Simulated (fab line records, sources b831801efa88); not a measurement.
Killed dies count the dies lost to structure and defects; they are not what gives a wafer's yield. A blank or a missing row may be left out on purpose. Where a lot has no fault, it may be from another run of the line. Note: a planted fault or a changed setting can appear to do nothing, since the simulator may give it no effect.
Which of the tools did it? :: flow sky130 :: at 1 step of a route of 708, 12 lots with 36 wafers sampled

## WHAT THE GAUGES SHOWED, per wafer
SKY_FIELD_ISO_THK_MEAS_23.
lot: L075
measured: day 2 13:17
on: film_metro-04
FIELD_ISO_OXIDATION_01_THK (nm): 9.86 9.85 9.95

lot: L077
measured: day 2 23:47
on: film_metro-01
FIELD_ISO_OXIDATION_01_THK (nm): 9.89 9.90 9.99

lot: L079
measured: day 3 10:59
on: film_metro-01
FIELD_ISO_OXIDATION_01_THK (nm): 10.11 10.22 10.21

lot: L081
measured: day 3 21:52
on: film_metro-03
FIELD_ISO_OXIDATION_01_THK (nm): 10.24 10.33 10.38

lot: L083
measured: day 4 05:42
on: film_metro-01
FIELD_ISO_OXIDATION_01_THK (nm): 9.89 9.98 9.97

lot: L085
measured: day 4 19:46
on: film_metro-01
FIELD_ISO_OXIDATION_01_THK (nm): 10.17 10.01 10.10

lot: L087
measured: day 5 02:53
on: film_metro-04
FIELD_ISO_OXIDATION_01_THK (nm): 9.86 9.64 9.89

lot: L089
measured: day 5 15:11
on: film_metro-04
FIELD_ISO_OXIDATION_01_THK (nm): 10.05 9.96 10.06

lot: L091
measured: day 5 23:00
on: film_metro-01
FIELD_ISO_OXIDATION_01_THK (nm): 9.86 9.94 10.03

lot: L093
measured: day 6 11:19
on: film_metro-01
FIELD_ISO_OXIDATION_01_THK (nm): 10.27 10.36 10.35

lot: L094
measured: day 6 21:14
on: film_metro-04
FIELD_ISO_OXIDATION_01_THK (nm): 10.39 10.21 10.31

lot: L097
measured: day 7 05:58
on: film_metro-03
FIELD_ISO_OXIDATION_01_THK (nm): 9.74 9.95 9.81

## WHAT TOOL EACH LOT RAN ON (gives the tool, then ch and the chambers of the sampled wafers, and finally the start)
Before these readings, the record contains no process step.

## THE ANSWER, worked out from the rows above alone
Rule: the usual values come from the lots themselves. The widest of any qualifying gaps counts: lots, ordered by their means at a reading, are off when they make up no more than a third of the lots, leave a main group of 4 or more, and stand apart from it by 3 or more times the standard deviation of that group's means. A main group whose means are all the same, to the digits that the tables above print for the reading, isn't used. Also off: a lot with no number at a reading for which 4 or more lots have one. Any other lot the step has rows for is counted as sound.
None of the lots is off at any reading shown; this tells nothing.

## WHAT THE SIMULATOR HAD PUT IN
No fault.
